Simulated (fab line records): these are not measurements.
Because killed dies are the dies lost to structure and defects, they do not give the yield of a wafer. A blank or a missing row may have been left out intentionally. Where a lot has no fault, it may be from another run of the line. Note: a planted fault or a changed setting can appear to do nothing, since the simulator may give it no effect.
2 desks, one fault -- flow gf180mcu -- what lay behind the numbers comes last; until then each desk has only its own

THE METROLOGY DESK
Lot by lot, what the gauges showed, no matter which tool ran the lot: averages of those sampled wafers that carry a number. The brackets show how far a lot's mean lies from the usual mean; more than 4 standard deviations puts the lot out of limits, marked OUT.
Columns: A = DUAL_GATE_OVL at GF_DUAL_GATE_OVL_MEAS_11, usual 0.2 nm; B = HV_LDD_3_TW at GF_HV_LDD_TW_MEAS_38, usual 1424; C = HV_LDD_RS at GF_HV_LDD_RS_MEAS_53, usual 417.8 ohm/sq; D = V1_CVD_02_THK at GF_V1_THK_MEAS_03, usual 852 nm
lot,first seen here,A,B,C,D
L647,day 9 15:03,1.0,1452,417.2,855
L648,day 9 16:57,-0.4,1447,417.8,854
L650,day 10 06:31,0.1,1430,417.4,847
L652,day 10 23:19,-0.0,1423,417.2,863
L653,day 11 07:13,1.8,1370,424.9 (+6.4) OUT,840
L654,day 11 14:25,1.2,1421,415.8,843
L655,day 11 21:58,-0.8,1369,425.9 (+7.4) OUT,865
L658,day 12 19:26,0.7,1447,417.1,852
L662,day 13 22:39,-0.7,1411,417.9,865
L664,day 14 09:42,-1.7,1453,420.1,853
L665,day 14 14:04,1.1,1421,417.3,848
L666,day 15 02:10,0.6,1418,418.5,858
This desk's result: L653, L655 out of limits, first on L653 (HV_LDD_RS at GF_HV_LDD_RS_MEAS_53), day 15 21:40. In limits: L647, L648, L650, L652, L654, L658, L662, L664, L665, L666.

TOOL OWNER'S DESK, implanter-03
For each lot that ran on this tool, the mean over its sampled wafers that have a number, from the tool's own readings at GF_HV_LDD_IMPLANT_34. The brackets show how far a lot's mean lies from the usual mean; more than 4 standard deviations puts the lot out of limits, marked OUT.
Columns: A = dose-ions-cm2 at GF_HV_LDD_IMPLANT_34, usual 7.501e+12; B = end-station-pressure-torr at GF_HV_LDD_IMPLANT_34, usual 5.05e-06 Torr; C = faraday-current-uA at GF_HV_LDD_IMPLANT_34, usual 42.4
lot,first seen here,A,B,C
L650,day 13 19:13,7.508e+12,4.99e-06,41.8
L652,day 14 13:40,7.487e+12,5.21e-06,42.0
L653,day 14 22:59,4.557e+12 (-99 or more) OUT,5.12e-06,26.0 (-20) OUT
L655,day 15 14:10,4.548e+12 (-99 or more) OUT,5.07e-06,25.8 (-21) OUT
L666,day 19 04:09,7.500e+12,5.09e-06,41.7
This desk finds L653, L655 out of limits, L653 being first, at day 14 22:59 (dose-ions-cm2 at GF_HV_LDD_IMPLANT_34). In limits: L650, L652, L666.

TAKEN TOGETHER
An alarm could have come from the tool owner's desk at day 14 22:59, on L653, L655.
On L653, L655, the metrology desk was in a position to raise an alarm at day 15 21:40.
The lots listed all ran GF_HV_LDD_IMPLANT_34 on implanter-03.

WHAT THE SIMULATOR HAD INSERTED
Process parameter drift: implanter-03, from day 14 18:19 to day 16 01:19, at GF_HV_LDD_IMPLANT_34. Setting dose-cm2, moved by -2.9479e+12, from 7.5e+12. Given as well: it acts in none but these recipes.
Lots struck among those shown: L653, L655.
Hours from the fault's start to each desk's first reading out of limits: the tool owner's desk, 5; the metrology desk, 27.
